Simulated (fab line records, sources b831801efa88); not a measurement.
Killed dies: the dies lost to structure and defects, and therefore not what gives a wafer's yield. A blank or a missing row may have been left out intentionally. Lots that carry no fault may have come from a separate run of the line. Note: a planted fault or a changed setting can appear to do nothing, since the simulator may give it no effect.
A struck lot beside a sound one :: flow sky130 :: 15 steps out of a route of 708
Sound: wafers L587.2, L587.3, L587.4. Wafers struck: L607.1, L607.2, L607.3. The cause is named last.
At each step with rows: each side's tool, then ch and its chambers, then its first start. Under that, the readings that differ: sound wafers :: struck wafers :: difference of the means :: sigmas: that difference in standard deviations of wafers without a fault.
alike: readings with means less than 2 such deviations apart, plus words and numbers identical on both sides. not compared: withheld readings, readings lacking a value on some wafer, bounds such as >300 that could conceal the same value, and numbers that have no deviation in the record and whose values overlap.
Wherever a step has rows on one side only, a row that says differs or no value, or a row with sigmas, the two part there. Numbers that don't overlap but have no deviation are shown without sigmas and don't part them. Lack of a reading on every wafer of one side parts them only where that side has two or more wafers.

first, 3 steps without rows for these wafers: SKY_SD_P_EXPOSE_04 (exposes mask PSDM, target cd 380 nm); SKY_SD_P_PEB_05; SKY_SD_P_DEVELOP_06 (develop time 60 s).
SKY_SD_P_CD_MEAS_07: target cd 380 nm.
  sound on cdSem-01 at day 25 08:27; struck on cdSem-02 at day 32 10:05
  alike: cdNm
SKY_SD_P_OVL_MEAS_08:
  sound on overlay-01 at day 25 08:33; struck on overlay-01 at day 32 10:13
  alike: SD_P_OVL
next, for these wafers, 1 step has no rows: SKY_SD_P_IMPLANT_09.
SKY_SD_P_STRIP_10: strips in O2/N2.
  sound on plasmaAsher-04 ch 0,1, day 25 08:44; struck on plasmaAsher-02 ch 0,1, day 32 10:23
  alike: drypumpMotorCurrentA, oesProductAu, stripTimeToEndpointS
  not compared: rfHoursCounterH
SKY_SD_P_TW_MEAS_11:
  sound on filmMetro-01 at day 25 08:50; struck on filmMetro-03 at day 32 10:29
  alike: SD_P_TW
then, 4 steps without rows for these wafers: SKY_RES_XHIGH_DEHYDRATE_00 (time 60 s); SKY_RES_XHIGH_HMDS_01 (prime time 60 s); SKY_RES_XHIGH_COAT_02 (resist thk 1140 nm); SKY_RES_XHIGH_SOFTBAKE_03 (time 60 s).
SKY_RES_XHIGH_EXPOSE_04: exposes mask URPM, target cd 1270 nm.
  sound on ilineStepper-01 ch 0, day 25 23:40; struck on ilineStepper-02 ch 0, day 33 00:09
reading: mask
sound: URPM#0 URPM#0 URPM#0
struck: URPM_R1#0 URPM_R1#0 URPM_R1#0
difference: differs
sigmas: 
next, for these wafers, 1 step has no rows: SKY_RES_XHIGH_PEB_05.
-- a jump in the record: the struck wafers' starts before and after are 17 days apart (it breaks off in module RES_XHIGH and resumes in module PAD_OPEN, where the first step shown is number 708 of the route) --
SKY_PAD_OPEN_PROBE_99:
  sound on prober-01 at day 45 13:52; struck on prober-02 at day 50 07:51
  alike: killed_at_M0_to_M3, killed_at_M4_up, killedAtContacts, killedAtFrontEnd, killedAtOther, killedDies, killedOpen, killedShort

WHERE THEY PART
Only at SKY_RES_XHIGH_EXPOSE_04, within this record. Later steps at which nothing parts them and some readings are alike: SKY_PAD_OPEN_PROBE_99.

WHY: what the simulator had put in
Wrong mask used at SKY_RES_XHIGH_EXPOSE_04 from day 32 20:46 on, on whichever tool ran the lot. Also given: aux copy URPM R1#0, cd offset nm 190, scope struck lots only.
